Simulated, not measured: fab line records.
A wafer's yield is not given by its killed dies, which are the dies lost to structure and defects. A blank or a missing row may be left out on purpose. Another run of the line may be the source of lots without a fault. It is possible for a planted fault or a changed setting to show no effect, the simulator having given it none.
fab line records	flow sky130
[record] lots = 6	wafers = 18	lastDay = 50
route steps=708 shown PWDE@52 NWELL@56 PAD_OPEN@708
lots with no fault: from the same line, run without faults
startH: the number of hours between the record's first day and the start of the first shown wafer of the lot	waitH: how many hours have passed since the lot's step before this one	" as in the row above	L1.1+2: one row covering several wafers at once	- no value, or no start was given	* or withheld: withheld	< > ~ a bound
route shown NAME@n: NAME is a module with steps in the file, n the number in the route of the first one	usual: mean/standard deviation of fault-free wafers	same: alike in all rows	chamber/n: place in a boat	sites: each site's reading	_std_site: their standard deviation	_edge_site: mean of outer sites minus mean of inner sites	radiusMm: for every site, how far away it sits from the centre of the wafer	mask NAME#n: copy n	behind: the tool/chamber that last shaped the wafer	hold: cause of the lot's hold/its duration in hours/its outcome	device: names the non-switching transistor (n, p or np)	end of line: the tests these same wafers got at the end of their route	step lacking rows: just its recipe	killed: dies that structure and defects cost at the first sort, which is not the same as the wafer's yield	map: per-die view of a wafer (x killed, . not killed, _ where there is no die)
set.NAME: setting as actually run; set.NAME@STEP: the setting as run at that earlier step	model.NAME: the simulator's own value behind a step, which no gauge read
certain route steps with their lots: each step a table, each wafer a row
services: from which hour (startH, from the record's first day; less than 0 if before it) a tool's chamber was out of use, for how many hours, and why
[[steps]]
[step SKY_PWDE_OVL_MEAS_07]
[usual] PWDE_OVL = -1.4/1.6
lot.wafer	tool	chamber	startH	waitH	PWDE_OVL[nm]
L607.1	overlay-01	-	80.01	-	-0.7
L607.4	"	-	"	"	0.1
L607.5	"	-	"	"	-2.2
L608.3	overlay-02	-	90.02	-	-3.2
L608.5	"	-	"	"	-3.3
L608.6	"	-	"	"	-2.5
L622.1	overlay-01	-	153.81	-	0.4
L622.3	"	-	"	"	0.1
L622.6	"	-	"	"	0.1
L624.3	overlay-01	-	163.77	-	1.3
L624.4	"	-	"	"	0.1
L624.6	"	-	"	"	2.7
L627.2	overlay-01	-	187.31	-	-1.6
L627.3	"	-	"	"	-3.4
L627.4	"	-	"	"	-2.8
L628.1	overlay-02	-	193.00	-	-3.6
L628.3	"	-	"	"	-4.3
L628.5	"	-	"	"	-4.4
[step SKY_PWDE_IMPLANT_08]
[recipe] species = B	energyKev = 150	doseCm2 = 3.6e+12	tiltDeg = withheld
[step SKY_PWDE_STRIP_09]
[recipe] chemistry = O2/N2	powerW = 1400	pressureMtorr = 1500	platenTempC = withheld	o2FlowSccm = 3000	n2FlowSccm = 300	overashFraction = 0.5
[usual] drypumpMotorCurrentA = 5.6/0.52	oesProductAu = 0.723/0.0049	stripTimeToEndpointS = 36.86/0.099
lot.wafer	tool	chamber	startH	waitH	drypumpMotorCurrentA	oesProductAu	rfHoursCounterH	stripTimeToEndpointS
L607.1	plasmaAsher-03	0	80.20	0.1	5.3	0.718	38	36.86
L607.4	"	1	"	"	5.4	0.731	-	36.77
L607.5	"	1	"	"	5.4	0.715	-	36.83
L608.3	plasmaAsher-04	0	90.23	0.1	6.3	0.726	-	36.93
L608.5	"	0	"	"	6.2	0.723	-	36.85
L608.6	"	1	"	"	4.8	0.728	-	36.74
L622.1	plasmaAsher-02	0	153.99	0.1	5.8	0.730	45	36.82
L622.3	"	0	"	"	5.7	0.733	-	36.95
L622.6	"	1	"	"	6.1	0.727	-	36.94
L624.3	plasmaAsher-03	0	163.98	0.1	5.3	0.725	-	37.10
L624.4	"	1	"	"	5.4	0.723	-	37.22
L624.6	"	1	"	"	5.4	0.723	-	37.17
L627.2	plasmaAsher-04	0	187.49	0.1	6.2	0.727	52	36.96
L627.3	"	1	"	"	4.8	0.728	-	36.87
L627.4	"	0	"	"	6.2	0.725	-	36.83
L628.1	plasmaAsher-04	1	193.19	0.1	4.8	0.721	52	36.76
L628.3	"	1	"	"	4.8	0.727	-	36.81
L628.5	"	0	"	"	6.2	0.729	-	36.75
[step SKY_PWDE_TW_MEAS_10]
[usual] PWDE_TW = 373/3.8
lot.wafer	tool	chamber	startH	waitH	PWDE_TW
L607.1	filmMetro-04	-	80.30	0.1	373
L607.4	"	-	"	"	372
L607.5	"	-	"	"	373
L608.3	filmMetro-04	-	90.32	0.1	371
L608.5	"	-	"	"	373
L608.6	"	-	"	"	371
L622.1	filmMetro-03	-	154.09	0.1	380
L622.3	"	-	"	"	379
L622.6	"	-	"	"	378
L624.3	filmMetro-03	-	164.07	0.1	378
L624.4	"	-	"	"	379
L624.6	"	-	"	"	379
L627.2	filmMetro-02	-	187.60	0.1	371
L627.3	"	-	"	"	370
L627.4	"	-	"	"	371
L628.1	filmMetro-04	-	193.29	0.1	371
L628.3	"	-	"	"	368
L628.5	"	-	"	"	368
[step SKY_NWELL_DEHYDRATE_03]
[recipe] tempC = 200	timeS = 60
[step SKY_NWELL_HMDS_04]
[recipe] primeTimeS = 60	primeTempC = 120
[step SKY_NWELL_COAT_05]
[recipe] spinRpm = 2039	resistThkNm = 3000
[step SKY_NWELL_SOFTBAKE_06]
[recipe] tempC = 110	timeS = withheld
[step SKY_NWELL_EXPOSE_07]
[recipe] maskId = NWM	na = 0.6	sourceShape = conventional	sigmaOuter = 0.6	polarization = unpolarized	targetCdNm = 840	doseMj = 255
[step SKY_NWELL_PEB_08]
[recipe] tempC = 115	timeS = withheld
[step SKY_NWELL_DEVELOP_09]
[recipe] wallAngleDeg = 90	developer = TMAH	developTimeS = 60	devTempC = 23
[step SKY_NWELL_OVL_MEAS_10]
[usual] NWELL_00_OVL = -1.0/1.5
lot.wafer	tool	chamber	startH	waitH	NWELL_00_OVL[nm]
L607.1	overlay-01	-	97.66	-	-2.5
L607.4	"	-	"	"	0.1
L607.5	"	-	"	"	-2.6
L608.3	overlay-02	-	108.22	-	-1.9
L608.5	"	-	"	"	-3.5
L608.6	"	-	"	"	-1.6
L622.1	overlay-02	-	174.63	-	-2.9
L622.3	"	-	"	"	-3.1
L622.6	"	-	"	"	-1.7
L624.3	overlay-01	-	184.49	-	-1.1
L624.4	"	-	"	"	-0.6
L624.6	"	-	"	"	0.2
L627.2	overlay-02	-	209.53	-	-1.4
L627.3	"	-	"	"	-2.7
L627.4	"	-	"	"	-1.3
L628.1	overlay-02	-	214.81	-	0.2
L628.3	"	-	"	"	2.2
L628.5	"	-	"	"	0.0
[step SKY_NWELL_IMPLANT_11]
[recipe] species = P	energyKev = 400	doseCm2 = 1.9e+13	tiltDeg = withheld
[usual] beamEnergyKeV = 400.00/0.12	doseIonsCm2 = 1.9006e+13/1.9e+10	endStationPressureTorr = 5.08e-06/2.9e-07
lot.wafer	tool	chamber	startH	waitH	beamEnergyKeV	doseIonsCm2	endStationPressureTorr	model.implant.rpNm	model.implant.drpNm
L607.1	implanter-01	0	97.70	0.0	400.03	1.8999e+13	4.55e-06	497.6	116.9
L607.4	"	0	"	"	399.82	1.9012e+13	4.91e-06	497.6	116.9
L607.5	"	0	"	"	399.86	1.9e+13	5.18e-06	497.6	116.9
L608.3	implanter-04	0	108.30	0.1	400.03	1.9018e+13	5.29e-06	507.7	116.9
L608.5	"	0	"	"	400.04	1.9017e+13	5.65e-06	507.7	116.9
L608.6	"	0	"	"	400.08	1.8985e+13	5.16e-06	507.7	116.9
L622.1	implanter-04	0	174.66	0.0	380.12	1.8992e+13	4.94e-06	458.5	113.7
L622.3	"	0	"	"	380.20	1.9e+13	4.56e-06	458.5	113.7
L622.6	"	0	"	"	380.09	1.9017e+13	5.28e-06	458.5	113.7
L624.3	implanter-04	0	184.56	0.1	380.07	1.9004e+13	4.52e-06	470.6	113.7
L624.4	"	0	"	"	380.26	1.9012e+13	5.23e-06	470.6	113.7
L624.6	"	0	"	"	380.09	1.8998e+13	5.14e-06	470.6	113.7
L627.2	implanter-01	0	209.59	0.0	399.95	1.8995e+13	4.69e-06	501.1	116.9
L627.3	"	0	"	"	399.94	1.9012e+13	5.32e-06	501.1	116.9
L627.4	"	0	"	"	399.92	1.8989e+13	4.67e-06	501.1	116.9
L628.1	implanter-01	0	214.84	0.0	399.95	1.9016e+13	5.23e-06	494.2	116.9
L628.3	"	0	"	"	400.11	1.9002e+13	4.99e-06	494.2	116.9
L628.5	"	0	"	"	400.15	1.9037e+13	5.04e-06	494.2	116.9
[step SKY_NWELL_IMPLANT_12]
[recipe] species = P	energyKev = 120	doseCm2 = 1.3e+12	tiltDeg = withheld
[step SKY_NWELL_IMPLANT_13]
[recipe] species = P	energyKev = 50	doseCm2 = 7e+11	tiltDeg = withheld
[step SKY_NWELL_STRIP_14]
[recipe] chemistry = O2/N2	powerW = 1400	pressureMtorr = 1500	platenTempC = withheld	o2FlowSccm = 3000	n2FlowSccm = 300	overashFraction = 0.5
[usual] drypumpMotorCurrentA = 5.7/0.31	oesProductAu = 0.722/0.0043	stripTimeToEndpointS = 36.55/0.09
lot.wafer	tool	chamber	startH	waitH	drypumpMotorCurrentA	oesProductAu	rfHoursCounterH	stripTimeToEndpointS
L607.1	plasmaAsher-01	1	98.15	0.1	5.6	0.720	29	36.49
L607.4	"	1	"	"	5.6	0.724	-	36.56
L607.5	"	1	"	"	5.6	0.719	-	36.49
L608.3	plasmaAsher-03	1	108.73	0.1	5.4	0.720	-	36.59
L608.5	"	1	"	"	5.4	0.725	-	36.52
L608.6	"	0	"	"	5.3	0.725	-	36.45
L622.1	plasmaAsher-02	0	175.11	0.1	5.7	0.718	46	36.52
L622.3	"	0	"	"	5.7	0.722	-	36.63
L622.6	"	0	"	"	5.7	0.726	-	36.53
L624.3	plasmaAsher-01	0	185.00	0.1	6.2	0.723	-	36.64
L624.4	"	1	"	"	5.6	0.726	-	36.58
L624.6	"	0	"	"	6.1	0.720	-	36.64
L627.2	plasmaAsher-02	1	210.01	0.1	6.1	0.712	50	36.63
L627.3	"	1	"	"	6.1	0.716	-	36.58
L627.4	"	0	"	"	5.7	0.715	-	36.65
L628.1	plasmaAsher-01	0	215.29	0.1	6.1	0.722	42	36.70
L628.3	"	0	"	"	6.1	0.728	-	36.66
L628.5	"	0	"	"	6.1	0.713	-	36.64
[step SKY_NWELL_TW_MEAS_15]
[usual] NWELL_TW = 1818/20
lot.wafer	tool	chamber	startH	waitH	NWELL_TW
L607.1	filmMetro-02	-	98.25	0.1	1791
L607.4	"	-	"	"	1787
L607.5	"	-	"	"	1800
L608.3	filmMetro-03	-	108.82	0.1	1838
L608.5	"	-	"	"	1826
L608.6	"	-	"	"	1835
L622.1	filmMetro-04	-	175.21	0.1	1803
L622.3	"	-	"	"	1809
L622.6	"	-	"	"	1798
L624.3	filmMetro-04	-	185.08	0.1	1806
L624.4	"	-	"	"	1804
L624.6	"	-	"	"	1806
L627.2	filmMetro-04	-	210.12	0.1	1796
L627.3	"	-	"	"	1796
L627.4	"	-	"	"	1797
L628.1	filmMetro-02	-	215.39	0.1	1782
L628.3	"	-	"	"	1782
L628.5	"	-	"	"	1785
[step SKY_NWELL_DEHYDRATE_16]
[recipe] tempC = 200	timeS = 60
[step SKY_NWELL_HMDS_17]
[recipe] primeTimeS = 60	primeTempC = 120
[step SKY_NWELL_COAT_18]
[recipe] spinRpm = 2000	resistThkNm = 3000
[step SKY_NWELL_SOFTBAKE_19]
[recipe] tempC = 110	timeS = withheld
[step SKY_NWELL_EXPOSE_20]
[recipe] maskId = NWM_COMPLEMENT	na = 0.6	sourceShape = conventional	sigmaOuter = 0.6	polarization = unpolarized	targetCdNm = 840	doseMj = 260
[step SKY_NWELL_PEB_21]
[recipe] tempC = 115	timeS = withheld
[step SKY_NWELL_DEVELOP_22]
[recipe] wallAngleDeg = 90	developer = TMAH	developTimeS = 60	devTempC = 23
[step SKY_NWELL_OVL_MEAS_23]
[usual] NWELL_01_OVL = -0.7/1.6
lot.wafer	tool	chamber	startH	waitH	NWELL_01_OVL[nm]
L607.1	overlay-02	-	116.46	-	-1.5
L607.4	"	-	"	"	-0.6
L607.5	"	-	"	"	-1.1
L608.3	overlay-01	-	126.72	-	-1.1
L608.5	"	-	"	"	-0.9
L608.6	"	-	"	"	-3.7
L622.1	overlay-01	-	196.23	-	1.8
L622.3	"	-	"	"	-0.1
L622.6	"	-	"	"	-0.3
L624.3	overlay-02	-	206.37	-	-0.6
L624.4	"	-	"	"	-2.7
L624.6	"	-	"	"	0.0
L627.2	overlay-01	-	232.06	-	-2.6
L627.3	"	-	"	"	-0.7
L627.4	"	-	"	"	0.0
L628.1	overlay-01	-	237.98	-	0.5
L628.3	"	-	"	"	-0.9
L628.5	"	-	"	"	0.4
[step SKY_NWELL_IMPLANT_24]
[recipe] species = B	energyKev = 141.6	doseCm2 = 9.2e+12	tiltDeg = withheld
[step SKY_NWELL_STRIP_25]
[recipe] chemistry = O2/N2	powerW = 1400	pressureMtorr = 1500	platenTempC = withheld	o2FlowSccm = 3000	n2FlowSccm = 300	overashFraction = 0.5
[usual] drypumpMotorCurrentA = 5.7/0.32	oesProductAu = 0.722/0.0043	stripTimeToEndpointS = 36.92/0.1
lot.wafer	tool	chamber	startH	waitH	drypumpMotorCurrentA	oesProductAu	rfHoursCounterH	stripTimeToEndpointS
L607.1	plasmaAsher-01	0	116.65	0.1	6.1	0.721	31	36.97
L607.4	"	0	"	"	6.1	0.726	-	37.03
L607.5	"	0	"	"	6.1	0.716	-	37.02
L608.3	plasmaAsher-01	1	127.17	0.1	5.6	0.720	-	36.93
L608.5	"	0	"	"	6.2	0.726	-	36.83
L608.6	"	1	"	"	5.6	0.726	-	36.95
L622.1	plasmaAsher-03	1	196.41	0.1	5.4	0.722	8	36.88
L622.3	"	0	"	"	5.3	0.724	-	36.92
L622.6	"	0	"	"	5.3	0.714	-	36.81
L624.3	plasmaAsher-02	1	206.58	0.1	6.0	0.725	-	36.84
L624.4	"	0	"	"	5.7	0.720	-	36.77
L624.6	"	0	"	"	5.7	0.724	-	36.80
L627.2	plasmaAsher-03	0	232.24	0.1	5.3	0.716	11	36.90
L627.3	"	1	"	"	5.4	0.718	-	36.99
L627.4	"	0	"	"	5.3	0.720	-	36.89
L628.1	plasmaAsher-01	0	238.16	0.1	6.1	0.726	44	36.95
L628.3	"	0	"	"	6.2	0.719	-	36.88
L628.5	"	1	"	"	5.6	0.723	-	36.88
[step SKY_NWELL_TW_MEAS_26]
[usual] NWELL_2_TW = 495/5.9
lot.wafer	tool	chamber	startH	waitH	NWELL_2_TW
L607.1	filmMetro-03	-	116.75	0.1	500
L607.4	"	-	"	"	503
L607.5	"	-	"	"	501
L608.3	filmMetro-04	-	127.26	0.1	498
L608.5	"	-	"	"	497
L608.6	"	-	"	"	499
L622.1	filmMetro-02	-	196.51	0.1	489
L622.3	"	-	"	"	488
L622.6	"	-	"	"	490
L624.3	filmMetro-02	-	206.66	0.1	487
L624.4	"	-	"	"	487
L624.6	"	-	"	"	489
L627.2	filmMetro-02	-	232.35	0.1	491
L627.3	"	-	"	"	490
L627.4	"	-	"	"	491
L628.1	filmMetro-04	-	238.26	0.1	489
L628.3	"	-	"	"	490
L628.5	"	-	"	"	490
[step SKY_NWELL_CLEAN_27]
[recipe] chemistry = SC1/SC2	mix = 1:4:20	tempC = 70	timeS = 150	dry = n2Spin
[step SKY_NWELL_RTA_28]
[recipe] tempC = 1050	timeS = 30	idleTempC = 650	rampUpCPerS = 150	rampDownCPerS = 90	ambient = N2
[usual] lampPowerPct = 25.30/0.055	wafer_temp_C_max = 1055.0/0.97
lot.wafer	tool	chamber	startH	waitH	lampPowerPct	wafer_temp_C_max
L607.1	rtpAnneal-02	0	116.86	0.0	25.16	1054.3
L607.4	"	0	"	"	25.30	1054.6
L607.5	"	0	"	"	25.22	1055.4
L608.3	rtpAnneal-01	0	127.38	0.0	25.36	1055.7
L608.5	"	0	"	"	25.44	1055.5
L608.6	"	0	"	"	25.35	1055.3
L622.1	rtpAnneal-02	0	196.62	0.0	25.45	1054.3
L622.3	"	0	"	"	25.37	1054.4
L622.6	"	0	"	"	25.31	1056.9
L624.3	rtpAnneal-02	0	206.79	0.0	25.25	1054.8
L624.4	"	0	"	"	25.31	1054.2
L624.6	"	0	"	"	25.33	1056.0
L627.2	rtpAnneal-02	0	232.49	0.0	25.35	1054.2
L627.3	"	0	"	"	25.33	1054.4
L627.4	"	0	"	"	25.40	1056.0
L628.1	rtpAnneal-01	0	238.38	0.0	25.20	1055.3
L628.3	"	0	"	"	25.30	1055.3
L628.5	"	0	"	"	25.24	1056.1
[step SKY_NWELL_RS_MEAS_29]
[recipe] thkMeasGauge = four-point-probe
[usual] NWELL_RS = 624.7/1.5
lot.wafer	tool	chamber	startH	waitH	hold	NWELL_RS[ohm/sq]
L607.1	filmMetro-02	-	116.96	0.1	-	622.3
L607.4	"	-	"	"	-	625.3
L607.5	"	-	"	"	-	624.1
L608.3	filmMetro-04	-	127.49	0.1	-	623.6
L608.5	"	-	"	"	-	624.3
L608.6	"	-	"	"	-	624.4
L622.1	filmMetro-03	-	196.72	0.1	awaitDispo/0.2h/release	633.5
L622.3	"	-	"	"	awaitDispo/0.2h/release	632.2
L622.6	"	-	"	"	awaitDispo/0.2h/release	632.1
L622.1	filmMetro-03	-	197.08	0.3	-	632.5
L622.3	"	-	"	"	-	632.2
L622.6	"	-	"	"	-	631.0
L624.3	filmMetro-04	-	206.89	0.1	awaitDispo/0.2h/release	633.0
L624.4	"	-	"	"	awaitDispo/0.2h/release	633.4
L624.6	"	-	"	"	awaitDispo/0.2h/release	633.1
L624.3	filmMetro-04	-	207.25	0.3	-	632.1
L624.4	"	-	"	"	-	633.1
L624.6	"	-	"	"	-	631.8
L627.2	filmMetro-03	-	232.68	0.2	-	625.0
L627.3	"	-	"	"	-	622.8
L627.4	"	-	"	"	-	623.3
L628.1	filmMetro-03	-	238.48	0.1	-	626.4
L628.3	"	-	"	"	-	625.3
L628.5	"	-	"	"	-	626.3
[step SKY_PAD_OPEN_PROBE_99]
[usual] killed_at_M0_to_M3 = 43/7.1	killed_at_M4_up = 3.0/1.6	killedAtContacts = 24/5.3	killedAtFrontEnd = 16/4.1	killedAtOther = 0.5/0.82	killedDies = 86/9.4	killedOpen = 46/6.9	killedShort = 39/6.5
[same] grossDies = 492	killedAtBackSide = 0
lot.wafer	tool	chamber	startH	waitH	killed_at_M0_to_M3	killed_at_M4_up	killedAtContacts	killedAtFrontEnd	killedAtOther	killedDies	killedOpen	killedShort	model.etest.resNwell.lineOhmUm	model.etest.resNwell.rsOhmSq	model.etest.tip_p_5v.rsOhmSq	model.etest.pfetG5v0d10v5.offLog10AUm	model.etest.pfet_01v8_lvt.offLog10AUm	model.etest.pfetG5v0d10v5.vtSatV	model.etest.pfet_16v.vtV	model.etest.pfet_01v8_lvt.vtSatV
L607.1	prober-01	-	1086.21	0.1	43	3	30	21	0	97	52	45	1131	937.2	2837	-11.94	-8.422	-0.5866	-1.043	-0.4033
L607.4	prober-01	-	1086.36	0.2	34	1	33	18	0	86	44	42	1120	930.6	2821	-12.28	-8.296	-0.6077	-1.056	-0.41
L607.5	prober-01	-	1086.41	0.2	42	3	23	14	1	83	46	35	1118	928	2850	-12.3	-8.405	-0.6092	-1.043	-0.4107
L608.3	prober-02	-	1100.92	0.2	47	2	17	21	1	88	50	38	1091	906.3	2812	-12.2	-8.636	-0.6071	-1.052	-0.4193
L608.5	prober-02	-	1101.02	0.2	37	2	28	19	0	86	50	36	1028	854.4	2831	-12.28	-8.505	-0.6196	-1.059	-0.4163
L608.6	prober-02	-	1101.07	0.2	40	3	24	20	0	87	41	46	1082	907.4	2813	-12.04	-8.408	-0.598	-1.042	-0.4091
L622.1	prober-02	-	1160.03	0.1	40	2	26	20	1	89	48	41	1359	1122	2922	-12.97	-9.182	-0.6809	-1.121	-0.4662
L622.3	prober-02	-	1160.13	0.2	40	1	23	11	0	75	46	29	1266	1071	2912	-13.11	-9.101	-0.6953	-1.11	-0.4628
L622.6	prober-02	-	1160.28	0.2	50	5	21	12	0	88	38	50	1323	1122	2901	-13.12	-9.149	-0.7192	-1.115	-0.4677
L624.3	prober-02	-	1181.62	0.2	31	1	25	22	0	79	42	37	1303	1076	2895	-12.91	-9.044	-0.6794	-1.098	-0.4505
L624.4	prober-02	-	1181.67	0.2	35	4	31	11	1	82	47	35	1342	1094	2911	-12.92	-8.934	-0.673	-1.099	-0.4515
L624.6	prober-02	-	1181.77	0.2	48	3	22	19	1	93	45	48	1309	1079	2909	-12.76	-8.829	-0.6476	-1.097	-0.4519
L628.1	prober-02	-	1189.92	0.1	42	1	25	20	1	89	44	45	1114	937	2806	-12.21	-8.636	-0.6116	-1.072	-0.418
L628.3	prober-02	-	1190.02	0.2	41	3	29	20	1	94	53	41	1147	975.6	2817	-12.09	-8.522	-0.5868	-1.063	-0.4183
L628.5	prober-02	-	1190.12	0.2	40	2	20	22	0	84	36	48	1119	930	2811	-12.41	-8.564	-0.6068	-1.059	-0.4153
L627.2	prober-01	-	1190.58	0.1	37	5	21	13	0	76	34	41	1122	945.3	2826	-12.58	-8.468	-0.6191	-1.065	-0.4134
L627.3	prober-01	-	1190.63	0.2	23	1	23	19	0	66	34	32	1107	929.7	2833	-12.48	-8.561	-0.6264	-1.06	-0.4216
L627.4	prober-01	-	1190.68	0.2	36	4	22	18	0	80	41	39	1120	955.7	2848	-12.48	-8.454	-0.6178	-1.063	-0.4172
// killed by level:class
L607.1 VIA1:geometricParticle:open=14 CONTACT:geometricParticle:short=9 LI_CONTACT:geometricParticle:open=7 METAL1:geometricParticle:short=7 FIELD_ISO:geometricParticle:short=6 CONTACT:geometricParticle:open=6 VIA2:geometricParticle:open=5 VIA3:geometricParticle:open=5
L607.4 CONTACT:geometricParticle:open=10 LOCAL_INTERCONNECT:geometricParticle:short=9 LI_CONTACT:geometricParticle:open=8 VIA1:geometricParticle:open=7 POLY_GATE:geometricParticle:short=5 VIA3:geometricParticle:open=5 METAL2:geometricParticle:short=5 FIELD_ISO:geometricParticle:open=4
L607.5 VIA1:geometricParticle:open=13 LI_CONTACT:geometricParticle:open=9 VIA2:geometricParticle:open=7 METAL1:geometricParticle:short=6 LOCAL_INTERCONNECT:geometricParticle:short=5 VIA3:geometricParticle:open=5 POLY_GATE:geometricParticle:open=4 POLY_GATE:geometricParticle:short=4
L608.3 VIA1:geometricParticle:open=10 CONTACT:geometricParticle:open=8 POLY_GATE:geometricParticle:open=7 VIA3:geometricParticle:open=7 FIELD_ISO:geometricParticle:short=6 VIA2:geometricParticle:open=6 METAL1:geometricParticle:short=6 FIELD_ISO:geometricParticle:open=5
L608.5 LI_CONTACT:geometricParticle:open=9 VIA1:geometricParticle:open=9 CONTACT:geometricParticle:open=8 METAL1:geometricParticle:short=6 CONTACT:geometricParticle:short=6 VIA2:geometricParticle:open=6 FIELD_ISO:geometricParticle:open=5 POLY_GATE:geometricParticle:short=4
L608.6 METAL2:geometricParticle:short=10 POLY_GATE:geometricParticle:open=7 LOCAL_INTERCONNECT:geometricParticle:short=7 CONTACT:geometricParticle:short=7 VIA3:geometricParticle:open=7 VIA1:geometricParticle:open=7 CONTACT:geometricParticle:open=6 FIELD_ISO:geometricParticle:short=4
L622.1 CONTACT:geometricParticle:open=10 VIA1:geometricParticle:open=9 LI_CONTACT:geometricParticle:open=8 VIA1:geometricParticle:short=6 CONTACT:geometricParticle:short=5 FIELD_ISO:geometricParticle:open=4 FIELD_ISO:geometricParticle:short=4 SONOS_ONO:geometricParticle:short=4
L622.3 VIA1:geometricParticle:open=10 VIA2:geometricParticle:open=10 CONTACT:geometricParticle:open=8 LI_CONTACT:geometricParticle:open=7 POLY_GATE:geometricParticle:short=4 CONTACT:geometricParticle:short=4 METAL1:geometricParticle:short=4 VIA2:geometricParticle:short=4
L622.6 METAL2:geometricParticle:short=10 VIA1:geometricParticle:short=8 VIA1:geometricParticle:open=8 VIA2:geometricParticle:open=7 CONTACT:geometricParticle:open=6 METAL4:geometricParticle:short=5 CONTACT:geometricParticle:short=5 VIA3:geometricParticle:open=5
L624.3 FIELD_ISO:geometricParticle:open=7 POLY_GATE:geometricParticle:short=6 LI_CONTACT:geometricParticle:open=6 METAL1:geometricParticle:short=6 VIA3:geometricParticle:open=6 POLY_GATE:geometricParticle:open=5 CONTACT:geometricParticle:short=5 CONTACT:geometricParticle:open=5
L624.4 LI_CONTACT:geometricParticle:open=11 CONTACT:geometricParticle:open=9 VIA3:geometricParticle:open=9 LOCAL_INTERCONNECT:geometricParticle:short=5 METAL2:geometricParticle:short=5 METAL1:geometricParticle:short=4 VIA1:geometricParticle:open=4 VIA3:geometricParticle:short=4
L624.6 VIA1:geometricParticle:open=11 POLY_GATE:geometricParticle:short=7 METAL1:geometricParticle:short=7 CONTACT:geometricParticle:open=6 LI_CONTACT:geometricParticle:open=6 VIA2:geometricParticle:short=6 VIA3:geometricParticle:open=6 VIA1:geometricParticle:short=5
L628.1 VIA1:geometricParticle:open=12 CONTACT:geometricParticle:open=9 POLY_GATE:geometricParticle:short=8 CONTACT:geometricParticle:short=7 VIA2:geometricParticle:open=7 FIELD_ISO:geometricParticle:short=5 LOCAL_INTERCONNECT:geometricParticle:short=4 METAL1:geometricParticle:short=4
L628.3 CONTACT:geometricParticle:open=11 VIA1:geometricParticle:open=9 METAL2:geometricParticle:short=7 FIELD_ISO:geometricParticle:open=6 POLY_GATE:geometricParticle:open=6 CONTACT:geometricParticle:short=6 VIA3:geometricParticle:open=6 LI_CONTACT:geometricParticle:open=5
L628.5 POLY_GATE:geometricParticle:short=10 CONTACT:geometricParticle:open=7 VIA2:geometricParticle:open=6 METAL2:geometricParticle:short=6 VIA1:geometricParticle:open=6 CONTACT:geometricParticle:short=5 VIA2:geometricParticle:short=5 FIELD_ISO:geometricParticle:short=4
L627.2 METAL2:geometricParticle:short=11 VIA1:geometricParticle:open=10 CONTACT:geometricParticle:short=7 CONTACT:geometricParticle:open=5 FIELD_ISO:geometricParticle:short=4 LI_CONTACT:geometricParticle:open=4 VIA2:geometricParticle:open=4 METAL4:geometricParticle:short=4
L627.3 POLY_GATE:geometricParticle:open=6 CONTACT:geometricParticle:open=6 FIELD_ISO:geometricParticle:short=5 FIELD_ISO:geometricParticle:open=5 CONTACT:geometricParticle:short=5 LI_CONTACT:geometricParticle:open=4 LOCAL_INTERCONNECT:geometricParticle:short=4 VIA2:geometricParticle:open=4
L627.4 VIA1:geometricParticle:open=12 CONTACT:geometricParticle:open=9 METAL2:geometricParticle:short=7 POLY_GATE:geometricParticle:open=5 POLY_GATE:geometricParticle:short=5 LI_CONTACT:geometricParticle:open=5 VIA3:geometricParticle:open=5 FIELD_ISO:geometricParticle:short=4
[[services]]
tool	chamber	startH	hours	kind
plasmaAsher-03	-	64.32	2.8	pm
plasmaAsher-02	-	107.95	14.6	pm
plasmaAsher-03	-	108.80	9.0	pm
plasmaAsher-03	0	108.80	9.0	ventCycle
plasmaAsher-03	1	108.80	9.0	ventCycle
plasmaAsher-03	0	117.80	-	clean
plasmaAsher-03	1	117.80	-	clean
implanter-04	-	125.32	2.6	repair
implanter-01	-	126.47	3.6	pm
implanter-01	-	199.76	2.0	repair
plasmaAsher-02	-	205.82	0.7	repair
plasmaAsher-04	-	215.17	0.7	repair
plasmaAsher-03	-	217.35	1.6	repair
implanter-04	-	236.20	2.7	repair
[[key]]
[firstSign] step = SKY_NWELL_IMPLANT_11	reading = beamEnergyKeV	direction = down	sigmas = 99+	usual = *	struck = *
[effect] step = SKY_NWELL_RS_MEAS_29	reading = visit	direction = added
[effect] step = SKY_NWELL_RS_MEAS_29	reading = NWELL_RS	direction = up	sigmas = 5.6	usual = 624.7	struck = 632.9
[modelEffect] step = SKY_NWELL_IMPLANT_11	value = implant.rpNm	without = 486.2	struck = 464.6
[modelEffect] step = SKY_PAD_OPEN_PROBE_99	value = etest.resNwell.lineOhmUm	without = 1185	struck = 1317
metAt SKY_NWELL_IMPLANT_11
struckWafers L622.1,L622.3,L622.6,L624.3,L624.4,L624.6
testerLeftOut L622,L624
onsetBetween 108.30 174.66
[fault] kind = processParameterDrift	tool = implanter-04	chamber = -	onsetH = 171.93	steps = SKY_NWELL_IMPLANT_11	channel = energyKev	offset = *	shape = step	endH = 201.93	actsIn = *	stated = *
// testerLeftOut: of these lots the tester's yield and bins aren't shown, on N5 and GAA mostly nor the transistor test; their killed dies are dies lost to structure and defects alone, not to doping, threshold or leakage, so they don't give the yield
